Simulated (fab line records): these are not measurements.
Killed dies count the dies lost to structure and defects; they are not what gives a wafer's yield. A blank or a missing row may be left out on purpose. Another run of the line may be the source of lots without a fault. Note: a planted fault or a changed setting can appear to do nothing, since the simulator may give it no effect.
Chamber matching + flow sky130 + rie-diel-02 running SKY_PAD_OPEN_ETCH_07: 4 sister chambers
The step etches the open film in CF4/O2, stops on AlCu, target depth 725 nm, time 161.1 s. 18 wafers are shown with their chamber, then 9 later ones without.

## WAFERS PAIRED WITH THEIR CHAMBERS
| wafer  | chamber | throttle-valve-pct (%) | oes-product-au (a.u.) |
|--------|---------|------------------------|-----------------------|
| L076.1 | 2       | 5.962                  | 0.974                 |
| L076.4 | 3       | 5.973                  | 0.974                 |
| L076.6 | 1       | 5.952                  | 0.976                 |
| L078.4 | 0       | 5.963                  | 0.973                 |
| L078.5 | 3       | 5.970                  | 0.971                 |
| L078.6 | 2       | 5.961                  | 0.974                 |
| L077.1 | 3       | 5.978                  | 0.961                 |
| L077.2 | 1       | 5.951                  | 0.972                 |
| L077.5 | 3       | 5.956                  | 0.970                 |
| L080.1 | 3       | 5.966                  | 0.978                 |
| L080.2 | 1       | 5.961                  | 0.978                 |
| L080.3 | 0       | 5.963                  | 0.969                 |
| L086.1 | 0       | 5.972                  | 0.982                 |
| L086.2 | 3       | 5.959                  | 0.965                 |
| L086.5 | 3       | 5.973                  | 0.987                 |
| L087.1 | 1       | 5.953                  | 0.975                 |
| L087.3 | 0       | 5.967                  | 0.980                 |
| L087.5 | 3       | 5.967                  | 0.975                 |

SIGNATURES, as means of the wafers listed above
| reading            | chamber 0 | chamber 1 | chamber 2 | chamber 3 | scatter within a chamber |
|--------------------|-----------|-----------|-----------|-----------|--------------------------|
| throttle-valve-pct | 5.96625   | 5.95425   | 5.96150   | 5.96775   | 0.00599                  |
| oes-product-au     | 0.97600   | 0.97525   | 0.97400   | 0.97262   | 0.00641                  |
Rule: a wafer's distance from a chamber is the root of the sum, over the readings, of the square of ((its reading less the chamber's mean) divided by the reading's scatter). If the next closest chamber is less than 2 further off than the closest, the wafer can't be placed; otherwise it belongs to the closest. How the scatter is found: for the shown wafers, subtract from each reading the mean of its chamber, square and add these, divide the total by (wafers less chambers), then take the root.

## WAFERS WITHOUT THEIR CHAMBER
| wafer  | throttle-valve-pct (%) | oes-product-au (a.u.) |
|--------|------------------------|-----------------------|
| L088.2 | 5.953                  | 0.979                 |
| L088.4 | 5.966                  | 0.982                 |
| L088.5 | 5.969                  | 0.982                 |
| L090.1 | 5.972                  | 0.972                 |
| L090.3 | 5.969                  | 0.970                 |
| L090.6 | 5.943                  | 0.973                 |
| L096.2 | 5.961                  | 0.977                 |
| L096.3 | 5.954                  | 0.972                 |
| L096.5 | 5.962                  | 0.988                 |

## WHICH CHAMBER EACH ONE RAN IN
| wafer  | from the rows above               | in truth |
|--------|-----------------------------------|----------|
| L088.2 | can't be placed: 1 or 2 or 0      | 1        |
| L088.4 | can't be placed: 0 or 2 or 3 or 1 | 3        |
| L088.5 | can't be placed: 0 or 3 or 2 or 1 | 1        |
| L090.1 | can't be placed: 3 or 0 or 2      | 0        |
| L090.3 | can't be placed: 3 or 0 or 2      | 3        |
| L090.6 | can't be placed: 1 or 2           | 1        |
| L096.2 | can't be placed: 2 or 0 or 1 or 3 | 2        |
| L096.3 | can't be placed: 1 or 2 or 0 or 3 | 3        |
| L096.5 | can't be placed: 0 or 2 or 1 or 3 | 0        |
0 of 9 placed correctly. Not placeable from these rows: 9 (in 9, the candidates include the true chamber). Wrongly placed: 0.
